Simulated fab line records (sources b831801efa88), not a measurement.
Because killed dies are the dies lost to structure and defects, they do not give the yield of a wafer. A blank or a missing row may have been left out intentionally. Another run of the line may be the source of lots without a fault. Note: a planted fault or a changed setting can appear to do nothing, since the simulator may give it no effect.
Which of the tools did it?	flow sky130	Sampling: 6 lots, 18 wafers, 2 of 708 route steps

## WHAT THE GAUGES READ, wafer by wafer
SKY_VIA3_BOW_MEAS_03.
lot	measured	on	VIA3_BOW (um)
L908	day 39 06:09	film-metro-01	81 80 93
L911	day 40 04:35	film-metro-02	72 94 77
L914	day 40 22:46	film-metro-02	70 71 89
L916	day 41 19:32	film-metro-02	81 92 78
L918	day 42 03:46	film-metro-01	84 84 99
L920	day 42 17:35	film-metro-01	82 80 78

## WHAT TOOL EACH LOT RAN ON (gives the tool, then ch and the chambers of the sampled wafers, and finally the start)
lot	SKY_VIA3_CMP_02
L908	cmp-02 ch 0,2,3, day 39 05:51
L911	cmp-01 ch 0,1,3, day 40 04:16
L914	cmp-02 ch 1,2,3, day 40 22:28
L916	cmp-01 ch 1,2,3, day 41 19:14
L918	cmp-01 ch 1,2, day 42 03:28
L920	cmp-02 ch 0,2,3, day 42 17:19
- SKY_VIA3_CMP_02: polishes SiO2.

## THE ANSWER, worked out from the rows above alone
Rule: the lots themselves supply what counts as usual. Put in order of their means at a reading, lots are off if they are a third of the lots or fewer, leave a main group of 4 or more, and stand apart from it by a gap of 3 or more times the standard deviation of the main group's means; of several such gaps the widest counts. Not used: any main group whose means are identical at the precision the tables above print for the reading. A lot without any number at a reading at which 4 lots or more have one is off too. All remaining lots with rows at the step are treated as sound.
Across all readings shown, no lot is off: no conclusion can be drawn from this.

## WHAT THE SIMULATOR HAD PUT IN
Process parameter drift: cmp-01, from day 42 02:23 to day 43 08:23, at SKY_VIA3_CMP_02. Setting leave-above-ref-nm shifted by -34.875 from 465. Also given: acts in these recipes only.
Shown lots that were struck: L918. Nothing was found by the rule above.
